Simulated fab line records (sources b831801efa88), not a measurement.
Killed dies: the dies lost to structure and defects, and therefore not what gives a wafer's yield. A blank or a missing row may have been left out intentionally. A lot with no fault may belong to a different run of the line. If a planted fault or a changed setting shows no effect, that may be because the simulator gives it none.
Shared-tool check :: flow gf180mcu :: 14 lots, 42 wafers sampled

## REASON IT WAS OPENED
GF_V3_RS_MEAS_24, reading V3_W_RS: flagged on 2 of 14 lots. Wafers without a fault read 0.326 ohm/sq, standard deviation 0.0042.
Rule: a lot gets a flag if all its wafers with a number sit over 4 standard deviations from that mean, or if no wafer of it has a number. As for the other lots, they are considered sound.

lot: L898
measured: day 22 08:56
on: film metro-03
V3_W_RS (ohm/sq), wafer by wafer: 0.324 0.326 0.324
flag: 

lot: L900
measured: day 23 03:52
on: film metro-02
V3_W_RS (ohm/sq), wafer by wafer: 0.327 0.328 0.325
flag: 

lot: L901
measured: day 23 09:01
on: film metro-02
V3_W_RS (ohm/sq), wafer by wafer: 0.332 0.332 0.330
flag: 

lot: L903
measured: day 24 07:44
on: film metro-02
V3_W_RS (ohm/sq), wafer by wafer: 0.327 0.326 0.328
flag: 

lot: L902
measured: day 24 08:23
on: film metro-03
V3_W_RS (ohm/sq), wafer by wafer: 0.329 0.321 0.329
flag: 

lot: L904
measured: day 24 20:17
on: film metro-03
V3_W_RS (ohm/sq), wafer by wafer: 0.329 0.333 0.331
flag: 

lot: L905
measured: day 25 02:22
on: film metro-03
V3_W_RS (ohm/sq), wafer by wafer: 0.329 0.330 0.327
flag: 

lot: L906
measured: day 25 05:53
on: film metro-03
V3_W_RS (ohm/sq), wafer by wafer: 0.329 0.329 0.326
flag: 

lot: L907
measured: day 26 00:32
on: film metro-03
V3_W_RS (ohm/sq), wafer by wafer: 0.319 0.327 0.322
flag: 

lot: L908
measured: day 26 01:28
on: film metro-02
V3_W_RS (ohm/sq), wafer by wafer: 44.991 44.630 45.422
flag: FLAGGED

lot: L909
measured: day 26 11:15
on: film metro-01
V3_W_RS (ohm/sq), wafer by wafer: 43.998 44.262 44.132
flag: FLAGGED

lot: L918
measured: day 29 07:03
on: film metro-01
V3_W_RS (ohm/sq), wafer by wafer: 0.328 0.330 0.332
flag: 

lot: L919
measured: day 29 07:47
on: film metro-01
V3_W_RS (ohm/sq), wafer by wafer: 0.321 0.326 0.324
flag: 

lot: L921
measured: day 29 19:27
on: film metro-03
V3_W_RS (ohm/sq), wafer by wafer: 0.311 0.329 0.311
flag: 
The numbers of the flagged lots are 44.572 ohm/sq on average: +44.246 ohm/sq against the usual, or +99 or more standard deviations.

## WHICH TOOL EACH LOT WENT THROUGH
2 process steps preceding the reading are held in the record, out of 602 steps in the route. Each cell gives the tool, then ch followed by the chambers the sampled wafers passed through, then the start.
lot: L898
flag: 
GF_M3_SPUTTER_01: pvd sputter-01, day 20 06:23
GF_V3_CVD_23: cvd w-02 ch 0,1, day 22 08:47

lot: L900
flag: 
GF_M3_SPUTTER_01: pvd sputter-01, day 21 03:25
GF_V3_CVD_23: cvd w-02 ch 1, day 23 03:44

lot: L901
flag: 
GF_M3_SPUTTER_01: pvd sputter-01, day 21 08:10
GF_V3_CVD_23: cvd w-01 ch 0,1, day 23 08:53

lot: L903
flag: 
GF_M3_SPUTTER_01: pvd sputter-01, day 22 07:01
GF_V3_CVD_23: cvd w-01 ch 0,1, day 24 07:38

lot: L902
flag: 
GF_M3_SPUTTER_01: pvd sputter-04, day 22 08:37
GF_V3_CVD_23: cvd w-01 ch 0,1, day 24 08:16

lot: L904
flag: 
GF_M3_SPUTTER_01: pvd sputter-02, day 22 21:23
GF_V3_CVD_23: cvd w-01 ch 0,1, day 24 20:11

lot: L905
flag: 
GF_M3_SPUTTER_01: pvd sputter-04, day 23 03:02
GF_V3_CVD_23: cvd w-01 ch 0,1, day 25 02:14

lot: L906
flag: 
GF_M3_SPUTTER_01: pvd sputter-02, day 23 06:56
GF_V3_CVD_23: cvd w-01 ch 0,1, day 25 05:46

lot: L907
flag: 
GF_M3_SPUTTER_01: pvd sputter-02, day 24 02:32
GF_V3_CVD_23: cvd w-02 ch 0,1, day 26 00:25

lot: L908
flag: FLAGGED
GF_M3_SPUTTER_01: pvd sputter-04, day 24 03:10
GF_V3_CVD_23: cvd w-01 ch 0,1, day 26 01:21

lot: L909
flag: FLAGGED
GF_M3_SPUTTER_01: pvd sputter-02, day 24 13:49
GF_V3_CVD_23: cvd w-01 ch 0,1, day 26 11:08

lot: L918
flag: 
GF_M3_SPUTTER_01: pvd sputter-01, day 27 13:14
GF_V3_CVD_23: cvd w-01 ch 1, day 29 06:50

lot: L919
flag: 
GF_M3_SPUTTER_01: pvd sputter-01, day 27 13:38
GF_V3_CVD_23: cvd w-02 ch 0,1, day 29 07:40

lot: L921
flag: 
GF_M3_SPUTTER_01: pvd sputter-04, day 28 02:16
GF_V3_CVD_23: cvd w-02 ch 0,1, day 29 19:19
What is done by these steps:
- GF_M3_SPUTTER_01: material TiN, target thk 30 nm, time 25 s.
- GF_V3_CVD_23: deposits W, target thk 350 nm, time 104.9 s.
- GF_V3_RS_MEAS_24: measures by four-point-probe.

## FLAGGED OVER TOTAL, TOOL BY TOOL (the gauges that took the reading come last)
step: GF_M3_SPUTTER_01
tool: pvd sputter-01
lots run: 6
flagged: 0
share of the flagged lots: none
sound lots run after its first flagged lot: -

step: GF_M3_SPUTTER_01
tool: pvd sputter-02
lots run: 4
flagged: 1
share of the flagged lots: some
sound lots run after its first flagged lot: 0

step: GF_M3_SPUTTER_01
tool: pvd sputter-04
lots run: 4
flagged: 1
share of the flagged lots: some
sound lots run after its first flagged lot: 1 (L921)

step: GF_V3_CVD_23
tool: cvd w-01
lots run: 9
flagged: 2
share of the flagged lots: all
sound lots run after its first flagged lot: 1 (L918)

step: GF_V3_CVD_23
tool: cvd w-02
lots run: 5
flagged: 0
share of the flagged lots: none
sound lots run after its first flagged lot: -

step: GF_V3_RS_MEAS_24
tool: film metro-01
lots run: 3
flagged: 1
share of the flagged lots: some
sound lots run after its first flagged lot: 2 (L918,L919)

step: GF_V3_RS_MEAS_24
tool: film metro-02
lots run: 4
flagged: 1
share of the flagged lots: some
sound lots run after its first flagged lot: 0

step: GF_V3_RS_MEAS_24
tool: film metro-03
lots run: 7
flagged: 0
share of the flagged lots: none
sound lots run after its first flagged lot: -

## WHAT THE TABLE PERMITS
1 row of the table ran every flagged lot: cvd w-01 at GF_V3_CVD_23.
- cvd w-01 at GF_V3_CVD_23 ran 9 lots, 2 of them flagged. After the first flagged lot (L918), sound lots still ran on it; a lasting fault on the whole tool would not permit that. On the flagged lots its readings are blank where sound lots have values: chamber pressure Torr, heater power outer w, heater power w, susceptor temp C.
Not one row of the table ran every flagged lot while running no sound lot after the first.

## WHAT THE SIMULATOR HAD PUT IN
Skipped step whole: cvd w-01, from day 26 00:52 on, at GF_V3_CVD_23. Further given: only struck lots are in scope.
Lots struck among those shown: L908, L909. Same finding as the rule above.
